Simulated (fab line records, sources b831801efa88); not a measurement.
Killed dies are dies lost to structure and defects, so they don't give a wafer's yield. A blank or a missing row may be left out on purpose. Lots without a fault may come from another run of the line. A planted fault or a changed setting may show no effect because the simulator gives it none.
fab line records | flow sky130 | part 1 of 2: steps 1 to 25 of 35
record lots=5 wafers=15 last_day=50
route steps=708 shown LI_CONTACT@377 LOCAL_INTERCONNECT@387 CONTACT@406
lots that met no fault: from a run of the same line without faults
start_h: hours from the record's first day to the start of the lot's first wafer shown | wait_h: hours since the lot's step before | " the same as in the row above | L1.1+2: a row that stands for several wafers | - no value, or no start given | * or withheld: withheld | < > ~ a bound
route shown NAME@n: a module of which the file shows steps, and the number in the route of the first | usual: mean/standard deviation of fault-free wafers | same: alike in all rows | chamber/n: place in a boat | sites: the reading at each site | _std_site: their standard deviation | _edge_site: outer sites' mean less inner sites' | radius_mm: how far each site lies from the wafer's centre | mask NAME#n: copy n | behind: the tool/chamber that last shaped the wafer | hold: why the lot was held/for how many hours/how that ended | device: the transistor (n, p or np) that didn't switch | end of line: the same wafers' tests at the end of the route | a step without rows: its recipe alone | killed: dies lost to structure and defects at the first sort, not the wafer's yield | map: a wafer's dies, x killed, . not, _ none there
set.NAME: the setting as run; set.NAME@STEP: as run at that earlier step | model.NAME: the simulator's own value behind a step, which no gauge read
lots at some steps of the route; a table a step, a row a wafer
services: from which hour (start_h, from the record's first day; less than 0 if before it) a tool's chamber was out of use, for how many hours, and why
## steps
# step SKY_LI_CONTACT_ETCH_15
# recipe target=PSG chemistry=C4F8/O2/Ar stop_on=Si taper_deg=4.15 mask_material=KrF-thick source_w=1500 bias_w=1200 pressure_mtorr=40 c4f8_flow_sccm=withheld O2_flow_sccm=6 Ar_flow_sccm=300 time_s=withheld target_depth_a=6000
# usual chamber_pressure_mTorr=40.00/0.038 oes_product_au=0.836/0.0047 rf_fwd_power_W=1493/4.6
# columns lot.wafer tool chamber start_h wait_h chamber_pressure_mTorr oes_product_au rf_fwd_power_W
L079.2 rie_diel-04 1 732.60 0.0 40.01 0.841 1494
L079.3 " 2 " " 40.03 0.833 1488
L079.6 " 3 " " 40.05 0.839 1491
L085.1 rie_diel-02 0 777.68 0.0 40.06 0.839 1492
L085.2 " 3 " " 40.04 0.843 1496
L085.4 " 0 " " 39.97 0.836 1488
L087.1 rie_diel-03 1 787.88 0.0 39.99 0.836 1494
L087.2 " 2 " " 40.03 0.835 1490
L087.4 " 3 " " 40.04 0.842 1507
L092.2 rie_diel-02 0 825.88 0.0 39.91 0.837 1492
L092.3 " 1 " " 40.03 0.838 1491
L092.5 " 1 " " 40.03 0.837 1487
L097.2 rie_diel-04 1 850.43 0.0 40.08 0.827 1487
L097.3 " 0 " " 40.01 0.834 1496
L097.5 " 2 " " 40.04 0.835 1488
# step SKY_LI_CONTACT_STRIP_16
# recipe chemistry=O2/N2 power_w=1400 pressure_mtorr=1500 platen_temp_c=withheld o2_flow_sccm=3000 n2_flow_sccm=300 overash_fraction=0.5
# usual chamber_pressure_mTorr=1499.9/1.5 drypump_motor_current_A=5.5/0.51 oes_product_au=0.377/0.0046 strip_time_to_endpoint_s=3.52/0.041
# columns lot.wafer tool chamber start_h wait_h chamber_pressure_mTorr drypump_motor_current_A oes_product_au rf_hours_counter_h strip_time_to_endpoint_s
L079.2 plasma_asher-01 1 732.69 - 1498.9 5.3 0.369 29 3.50
L079.3 " 0 " " 1500.1 5.3 0.383 - 3.50
L079.6 " 0 " " 1500.5 5.2 0.376 - 3.53
L085.1 plasma_asher-04 0 777.77 - 1500.0 5.2 0.373 89 3.47
L085.2 " 1 " " 1497.8 5.2 0.372 89 3.49
L085.4 " 0 " " 1502.0 5.2 0.374 - 3.51
L087.1 plasma_asher-04 0 787.97 - 1497.1 5.2 0.371 90 3.49
L087.2 " 1 " " 1497.6 5.2 0.379 90 3.56
L087.4 " 1 " " 1502.7 5.2 0.378 - 3.53
L092.2 plasma_asher-03 0 825.97 - 1503.0 5.9 0.373 73 3.47
L092.3 " 0 " " 1503.0 5.9 0.377 - 3.46
L092.5 " 1 " " 1499.7 6.7 0.376 - 3.43
L097.2 plasma_asher-04 1 850.52 - 1497.0 5.1 0.372 96 3.52
L097.3 " 1 " " 1501.5 5.2 0.364 - 3.51
L097.5 " 0 " " 1501.0 5.2 0.381 - 3.54
# step SKY_LI_CONTACT_CLEAN_17
# recipe chemistry=NMP time_s=600 temp_c=60 dry=n2_spin
# usual bath_guard_temp_C=59.8/0.38
# columns lot.wafer tool chamber start_h wait_h bath_guard_temp_C
L079.2 wet_bench-03 1 732.79 0.1 60.1
L079.3 " 1 " " 60.1
L079.6 " 1 " " 60.0
L085.1 wet_bench-02 1 777.87 0.1 59.7
L085.2 " 1 " " 59.6
L085.4 " 1 " " 60.4
L087.1 wet_bench-03 0 788.07 0.1 59.4
L087.2 " 0 " " 59.2
L087.4 " 0 " " 59.5
L092.2 wet_bench-02 1 826.07 0.1 60.0
L092.3 " 1 " " 59.7
L092.5 " 1 " " 59.9
L097.2 wet_bench-03 1 850.62 0.1 60.2
L097.3 " 1 " " 60.1
L097.5 " 1 " " 60.3
# step SKY_LI_CONTACT_PRE_CLEAN_18
# recipe gas=Ar time_s=5.6 bias_v=358
# columns lot.wafer tool chamber start_h wait_h
L079.2+3+6 pvd_sputter-03 - 732.98 0.0
L085.1+2+4 pvd_sputter-03 - 778.04 0.0
L087.1+2+4 pvd_sputter-01 - 788.26 0.0
L092.2+3+5 pvd_sputter-04 - 826.42 0.0
L097.2+3+5 pvd_sputter-03 - 850.79 0.0
# step SKY_LI_CONTACT_SPUTTER_19
# recipe material=Ti target_thk_nm=20 chamber_pressure_pa=5 power_w=2500 substrate_temp_c=200 time_s=106.37
# usual throttle_valve_pct=29.7/1.1
# columns lot.wafer tool chamber start_h wait_h throttle_valve_pct
L079.2 pvd_sputter-03 - 733.00 0.0 28.6
L079.3 " - " " 30.3
L079.6 " - " " 30.1
L085.1 pvd_sputter-03 - 778.06 0.0 30.2
L085.2 " - " " 28.5
L085.4 " - " " 30.2
L087.1 pvd_sputter-01 - 788.28 0.0 31.3
L087.2 " - " " 31.1
L087.4 " - " " 29.9
L092.2 pvd_sputter-04 - 826.44 0.0 29.3
L092.3 " - " " 29.2
L092.5 " - " " 29.1
L097.2 pvd_sputter-03 - 850.81 0.0 30.0
L097.3 " - " " 30.4
L097.5 " - " " 30.0
# step SKY_LI_CONTACT_SPUTTER_20
# recipe material=TiN target_thk_nm=20 chamber_pressure_pa=5 power_w=4000 time_s=80
# usual throttle_valve_pct=29.7/1.1
# columns lot.wafer tool chamber start_h wait_h throttle_valve_pct
L079.2 pvd_sputter-03 - 733.08 0.0 28.6
L079.3 " - " " 30.4
L079.6 " - " " 30.1
L085.1 pvd_sputter-03 - 778.14 0.0 30.4
L085.2 " - " " 28.4
L085.4 " - " " 30.1
L087.1 pvd_sputter-01 - 788.35 0.0 31.6
L087.2 " - " " 31.8
L087.4 " - " " 30.0
L092.2 pvd_sputter-04 - 826.51 0.0 29.5
L092.3 " - " " 29.3
L092.5 " - " " 29.6
L097.2 pvd_sputter-03 - 850.89 0.0 29.8
L097.3 " - " " 30.2
L097.5 " - " " 29.9
# step SKY_LI_CONTACT_CVD_21
# recipe material=W target_thk_nm=400 time_s=120.56 temp_c=400 pressure_torr=40
# usual heater_power_w=820/61
# columns lot.wafer tool chamber start_h wait_h heater_power_w
L079.2 cvd_w-01 1 733.14 0.0 882
L079.3 " 0 " " 809
L079.6 " 0 " " 809
L085.1 cvd_w-01 0 778.20 0.0 820
L085.2 " 1 " " 855
L085.4 " 0 " " 821
L087.1 cvd_w-01 1 788.41 0.0 886
L087.2 " 0 " " 830
L087.4 " 1 " " 847
L092.2 cvd_w-02 1 826.57 0.0 844
L092.3 " 0 " " 713
L092.5 " 1 " " 836
L097.2 cvd_w-01 0 850.95 0.0 827
L097.3 " 0 " " 823
L097.5 " 1 " " 872
# step SKY_LI_CONTACT_RS_MEAS_22
# recipe thk_meas_gauge=four-point-probe reads=W_of_LI_CONTACT_CVD_21+TiN_of_LI_CONTACT_SPUTTER_20+Ti_of_LI_CONTACT_SPUTTER_19
# usual LI_CONTACT_W_RS=0.284/0.0034
# columns lot.wafer tool chamber start_h wait_h LI_CONTACT_W_RS[ohm/sq]
L079.2 film_metro-01 - 733.28 0.1 0.286
L079.3 " - " " 0.282
L079.6 " - " " 0.284
L085.1 film_metro-03 - 778.32 0.1 0.281
L085.2 " - " " 0.287
L085.4 " - " " 0.279
L087.1 film_metro-01 - 788.54 0.1 0.282
L087.2 " - " " 0.277
L087.4 " - " " 0.284
L092.2 film_metro-02 - 826.72 0.1 0.285
L092.3 " - " " 0.282
L092.5 " - " " 0.281
L097.2 film_metro-02 - 851.09 0.1 0.286
L097.3 " - " " 0.287
L097.5 " - " " 0.284
# step SKY_LI_CONTACT_THK_MEAS_23
# recipe thk_meas_gauge=xrf reads=W_of_LI_CONTACT_CVD_21
# usual LI_CONTACT_W_THK=424/7.3
# columns lot.wafer tool chamber start_h wait_h LI_CONTACT_W_THK[nm]
L079.2 film_metro-01 - 733.39 0.1 419
L079.3 " - " " 425
L079.6 " - " " 426
L085.1 film_metro-03 - 778.44 0.1 433
L085.2 " - " " 428
L085.4 " - " " 436
L087.1 film_metro-01 - 788.66 0.1 422
L087.2 " - " " 430
L087.4 " - " " 422
L092.2 film_metro-02 - 826.83 0.1 423
L092.3 " - " " 426
L092.5 " - " " 433
L097.2 film_metro-02 - 851.20 0.1 418
L097.3 " - " " 419
L097.5 " - " " 425
# step SKY_LI_CONTACT_CMP_24
# recipe stop_on=PSG t_overpolish_s=20 down_force_psi=3.5 platen_rpm=60 target_thk_nm=0 pad_velocity_m_s=0.94248
# usual edge_zone_pressure_frac=1.000/0.0053 motor_current_A=11.0/0.68 overpolish_run_s=19.999/0.0092 time_to_endpoint_s=98/5.2
# columns lot.wafer tool chamber start_h wait_h edge_zone_pressure_frac motor_current_A overpolish_run_s time_to_endpoint_s
L079.3 cmp-01 3 733.44 0.0 0.995 10.9 19.992 108
L079.2 " 1 " " 0.986 11.2 19.997 96
L079.6 " 3 " " 0.991 11.2 20.002 109
L085.4 cmp-01 2 778.50 0.0 0.998 11.0 20.000 99
L085.1 " 0 " " 1.004 11.9 19.996 99
L085.2 " 1 " " 0.997 11.9 20.009 88
L087.4 cmp-02 2 788.72 0.0 1.001 10.6 19.999 96
L087.1 " 3 " " 0.998 10.3 19.985 93
L087.2 " 1 " " 1.008 10.1 19.996 92
L092.3 cmp-01 1 826.93 0.1 0.993 11.7 19.990 96
L092.2 " 2 " " 0.991 10.3 20.016 100
L092.5 " 1 " " 0.990 12.0 19.993 94
L097.3 cmp-01 2 851.25 0.0 1.002 10.9 19.987 98
L097.2 " 0 " " 0.998 12.0 19.986 100
L097.5 " 2 " " 0.996 11.1 20.001 98
# step SKY_LOCAL_INTERCONNECT_SPUTTER_00
# recipe material=TiN target_thk_nm=100 temp_c=300 power_w=6500 time_s=83.3 chamber_pressure_pa=0.4
# usual throttle_valve_pct=29.8/0.97
# columns lot.wafer tool chamber start_h wait_h throttle_valve_pct
L079.2 pvd_sputter-02 - 733.74 0.1 28.9
L079.3 " - " " 29.5
L079.6 " - " " 30.4
L085.1 pvd_sputter-04 - 778.80 0.1 29.1
L085.2 " - " " 29.3
L085.4 " - " " 29.8
L087.1 pvd_sputter-02 - 789.02 0.2 31.2
L087.2 " - " " 29.7
L087.4 " - " " 29.0
L092.2 pvd_sputter-01 - 827.18 0.1 31.2
L092.3 " - " " 30.0
L092.5 " - " " 30.1
L097.2 pvd_sputter-01 - 851.55 0.1 27.7
L097.3 " - " " 31.1
L097.5 " - " " 31.3
# step SKY_LOCAL_INTERCONNECT_RS_MEAS_01
# recipe thk_meas_gauge=four-point-probe reads=TiN_of_LOCAL_INTERCONNECT_SPUTTER_00
# usual LOCAL_INTERCONNECT_TIN_RS=14.17/0.2
# columns lot.wafer tool chamber start_h wait_h LOCAL_INTERCONNECT_TIN_RS[ohm/sq]
L079.2 film_metro-04 - 733.83 0.1 14.34
L079.3 " - " " 14.31
L079.6 " - " " 14.24
L085.1 film_metro-04 - 778.87 0.0 14.04
L085.2 " - " " 14.00
L085.4 " - " " 13.88
L087.1 film_metro-04 - 789.08 0.0 13.89
L087.2 " - " " 14.00
L087.4 " - " " 13.94
L092.2 film_metro-02 - 827.26 0.1 14.37
L092.3 " - " " 14.48
L092.5 " - " " 14.58
L097.2 film_metro-01 - 851.64 0.1 14.19
L097.3 " - " " 14.04
L097.5 " - " " 14.12
# step SKY_LOCAL_INTERCONNECT_THK_MEAS_02
# recipe thk_meas_gauge=xrf reads=TiN_of_LOCAL_INTERCONNECT_SPUTTER_00
# usual LOCAL_INTERCONNECT_TIN_THK=101.2/1.5
# columns lot.wafer tool chamber start_h wait_h LOCAL_INTERCONNECT_TIN_THK[nm]
L079.2 film_metro-04 - 733.94 0.1 100.3
L079.3 " - " " 100.3
L079.6 " - " " 100.5
L085.1 film_metro-04 - 778.99 0.1 101.7
L085.2 " - " " 102.6
L085.4 " - " " 103.6
L087.1 film_metro-04 - 789.20 0.1 103.3
L087.2 " - " " 102.8
L087.4 " - " " 103.2
L092.2 film_metro-02 - 827.37 0.1 99.6
L092.3 " - " " 99.2
L092.5 " - " " 97.8
L097.2 film_metro-01 - 851.75 0.1 101.2
L097.3 " - " " 102.7
L097.5 " - " " 101.8
# step SKY_LOCAL_INTERCONNECT_DEHYDRATE_03
# recipe temp_c=200 time_s=60
# columns lot.wafer tool chamber start_h wait_h
L079.2+3+6 litho_track-01 0 746.93 13.0
L085.1+2+4 litho_track-01 0 791.16 12.2
L087.1+2+4 litho_track-01 0 801.71 12.5
L092.2+3+5 litho_track-01 0 839.98 12.6
L097.2+3+5 litho_track-01 0 863.98 12.2
# step SKY_LOCAL_INTERCONNECT_HMDS_04
# recipe prime_time_s=60 prime_temp_c=120
# usual prime_temp_c=119.99/0.13
# columns lot.wafer tool chamber start_h wait_h prime_temp_c
L079.2 litho_track-01 0 747.08 0.1 120.04
L079.3 " 0 " " 119.94
L079.6 " 0 " " 119.84
L085.1 litho_track-01 0 791.31 0.1 119.85
L085.2 " 0 " " 119.91
L085.4 " 0 " " 120.04
L087.1 litho_track-01 0 801.86 0.1 120.09
L087.2 " 0 " " 120.09
L087.4 " 0 " " 120.14
L092.2 litho_track-01 0 840.13 0.1 119.98
L092.3 " 0 " " 120.02
L092.5 " 0 " " 120.07
L097.2 litho_track-01 0 864.13 0.1 119.63
L097.3 " 0 " " 119.90
L097.5 " 0 " " 120.07
# step SKY_LOCAL_INTERCONNECT_COAT_05
# recipe resist=BARC temp_c=withheld time_s=withheld spin_rpm=3000 resist_thk_nm=60
# columns lot.wafer tool chamber start_h wait_h
L079.2+3+6 litho_track-01 0 747.23 0.1
L085.1+2+4 litho_track-01 0 791.46 0.1
L087.1+2+4 litho_track-01 0 802.01 0.1
L092.2+3+5 litho_track-01 0 840.28 0.1
L097.2+3+5 litho_track-01 0 864.28 0.1
# step SKY_LOCAL_INTERCONNECT_COAT_06
# recipe resist=KrF-thick spin_rpm=3000 resist_thk_nm=450
# columns lot.wafer tool chamber start_h wait_h
L079.2+3+6 litho_track-01 0 - -
L085.1+2+4 litho_track-01 0 - -
L087.1+2+4 litho_track-01 0 - -
L092.2+3+5 litho_track-01 0 - -
L097.2+3+5 litho_track-01 0 - -
# step SKY_LOCAL_INTERCONNECT_SOFTBAKE_07
# recipe temp_c=100 time_s=90 resist=KrF-thick
# columns lot.wafer tool chamber start_h wait_h
L079.2+3+6 litho_track-01 0 - -
L085.1+2+4 litho_track-01 0 - -
L087.1+2+4 litho_track-01 0 - -
L092.2+3+5 litho_track-01 0 - -
L097.2+3+5 litho_track-01 0 - -
# step SKY_LOCAL_INTERCONNECT_EXPOSE_08
# recipe mask_id=LI1M na=0.8 source_shape=annular sigma_inner=0.55 sigma_outer=0.85 target_cd_nm=170 dose_mj=28
# same sigma_outer=0.85
# columns lot.wafer tool chamber start_h wait_h mask
L079.2+3+6 krf_scanner-01 0 - - LI1M#0
L085.1+2+4 krf_scanner-01 0 - - LI1M#0
L087.1+2+4 krf_scanner-01 0 - - LI1M#0
L092.2+3+5 krf_scanner-02 0 - - LI1M#0
L097.2+3+5 krf_scanner-02 0 - - LI1M#0
# step SKY_LOCAL_INTERCONNECT_PEB_09
# recipe peb_temp_c=withheld peb_time_s=withheld resist=KrF-thick
# columns lot.wafer tool chamber start_h wait_h
L079.2+3+6 litho_track-03 0 - -
L085.1+2+4 litho_track-03 0 - -
L087.1+2+4 litho_track-01 0 - -
L092.2+3+5 litho_track-04 0 - -
L097.2+3+5 litho_track-03 0 - -
# step SKY_LOCAL_INTERCONNECT_DEVELOP_10
# recipe develop_time_s=60 resist=KrF-thick dev_temp_c=21
# columns lot.wafer tool chamber start_h wait_h
L079.2+3+6 litho_track-03 0 - -
L085.1+2+4 litho_track-03 0 - -
L087.1+2+4 litho_track-01 0 - -
L092.2+3+5 litho_track-04 0 - -
L097.2+3+5 litho_track-03 0 - -
# step SKY_LOCAL_INTERCONNECT_CD_MEAS_11
# recipe target_cd_nm=170
# usual cd_nm=169.1/1.5
# columns lot.wafer tool chamber start_h wait_h cd_nm
L079.2 cd_sem-02 - 761.95 - 168.9
L079.3 " - " " 169.9
L079.6 " - " " 169.4
L085.1 cd_sem-02 - 804.53 - 170.2
L085.2 " - " " 167.9
L085.4 " - " " 170.0
L087.1 cd_sem-02 - 816.31 - 168.6
L087.2 " - " " 168.8
L087.4 " - " " 168.9
L092.2 cd_sem-02 - 853.85 - 169.4
L092.3 " - " " 169.8
L092.5 " - " " 169.6
L097.2 cd_sem-02 - 877.90 - 169.0
L097.3 " - " " 169.0
L097.5 " - " " 168.8
# step SKY_LOCAL_INTERCONNECT_OVL_MEAS_12
# usual LOCAL_INTERCONNECT_OVL=-4/4.9
# columns lot.wafer tool chamber start_h wait_h LOCAL_INTERCONNECT_OVL[nm]
L079.2 overlay-02 - 762.06 0.1 1
L079.3 " - " " 12
L079.6 " - " " 3
L085.1 overlay-01 - 804.65 0.1 0
L085.2 " - " " 0
L085.4 " - " " -5
L087.1 overlay-02 - 816.43 0.1 4
L087.2 " - " " -3
L087.4 " - " " -3
L092.2 overlay-02 - 853.96 0.1 0
L092.3 " - " " -5
L092.5 " - " " -6
L097.2 overlay-01 - 878.01 0.1 -5
L097.3 " - " " -3
L097.5 " - " " -7
# step SKY_LOCAL_INTERCONNECT_ETCH_13
# recipe chemistry=N2/H2 target=BARC ion_energy_ev=200 bias_w=100 pressure_mtorr=30 n2_flow_sccm=100 h2_flow_sccm=200 icp_w=500 stop_on=SiO2 time_s=45.9 target_depth_a=600
# usual chamber_pressure_mTorr=30.001/0.028 drypump_motor_current_A=5.5/0.38 oes_product_au=0.855/0.0049 rf_fwd_power_W=495.0/1.8 throttle_valve_pct=13.224/0.0093
# columns lot.wafer tool chamber start_h wait_h chamber_pressure_mTorr drypump_motor_current_A oes_product_au rf_fwd_power_W rf_hours_counter_h throttle_valve_pct
L079.2 rie_metal-03 1 762.09 0.0 30.041 5.0 0.855 496.3 7 13.212
L079.3 " 0 " " 29.957 6.0 0.851 494.7 - 13.214
L079.6 " 1 " " 30.017 5.0 0.856 498.0 - 13.216
L085.1 rie_metal-03 1 804.69 0.0 30.055 5.0 0.858 494.0 8 13.243
L085.2 " 0 " " 30.020 6.0 0.858 497.5 14 13.218
L085.4 " 0 " " 29.977 6.0 0.868 494.4 - 13.198
L087.1 rie_metal-01 1 816.46 0.0 30.009 5.2 0.861 495.3 7 13.218
L087.2 " 0 " " 29.993 5.7 0.851 493.7 14 13.223
L087.4 " 1 " " 30.006 5.3 0.862 495.0 - 13.221
L092.2 rie_metal-01 0 853.99 0.0 29.964 5.7 0.848 494.6 15 13.221
L092.3 " 1 " " 30.034 5.2 0.855 495.7 - 13.218
L092.5 " 0 " " 30.055 5.7 0.863 493.8 - 13.216
L097.2 rie_metal-01 1 878.04 0.0 30.010 5.2 0.854 494.2 10 13.229
L097.3 " 1 " " 29.994 5.2 0.862 493.1 - 13.232
L097.5 " 1 " " 30.000 5.2 0.862 492.7 - 13.226
# step SKY_LOCAL_INTERCONNECT_METAL_ETCH_14
# recipe target_depth_nm=110 stop_on=PSG chemistry=Cl2/BCl3 target=TiN resist_sidewall_deg=88 pressure_mtorr=10 icp_w=900 bias_w=48.5 Cl2_flow_sccm=60 bcl3_flow_sccm=30 time_s=31.4
# usual chamber_pressure_mTorr=10.001/0.0095 drypump_motor_current_A=5.5/0.38 oes_product_au=0.940/0.0085 rf_fwd_power_W=889/3.4 throttle_valve_pct=21.901/0.0092
# columns lot.wafer tool chamber start_h wait_h chamber_pressure_mTorr drypump_motor_current_A oes_product_au rf_fwd_power_W rf_hours_counter_h throttle_valve_pct
L079.2 rie_metal-03 1 762.15 0.0 10.004 5.0 0.942 887 7 21.914
L079.3 " 0 " " 10.002 6.0 0.933 895 - 21.900
L079.6 " 1 " " 10.002 5.0 0.945 887 - 21.908
L085.1 rie_metal-03 1 804.75 0.0 9.994 5.0 0.937 886 8 21.897
L085.2 " 0 " " 10.002 6.0 0.942 893 14 21.896
L085.4 " 0 " " 10.005 6.0 0.953 890 - 21.892
L087.1 rie_metal-01 1 816.53 0.0 9.994 5.2 0.947 884 7 21.895
L087.2 " 0 " " 10.000 5.7 0.945 885 14 21.908
L087.4 " 1 " " 9.998 5.2 0.958 887 - 21.896
L092.2 rie_metal-01 0 854.05 0.0 10.002 5.7 0.938 891 15 21.903
L092.3 " 1 " " 9.996 5.2 0.933 888 - 21.912
L092.5 " 0 " " 10.009 5.7 0.921 890 - 21.904
L097.2 rie_metal-01 1 878.10 0.0 10.012 5.2 0.940 891 10 21.900
L097.3 " 1 " " 9.999 5.2 0.947 887 - 21.905
L097.5 " 1 " " 10.021 5.2 0.944 892 - 21.898
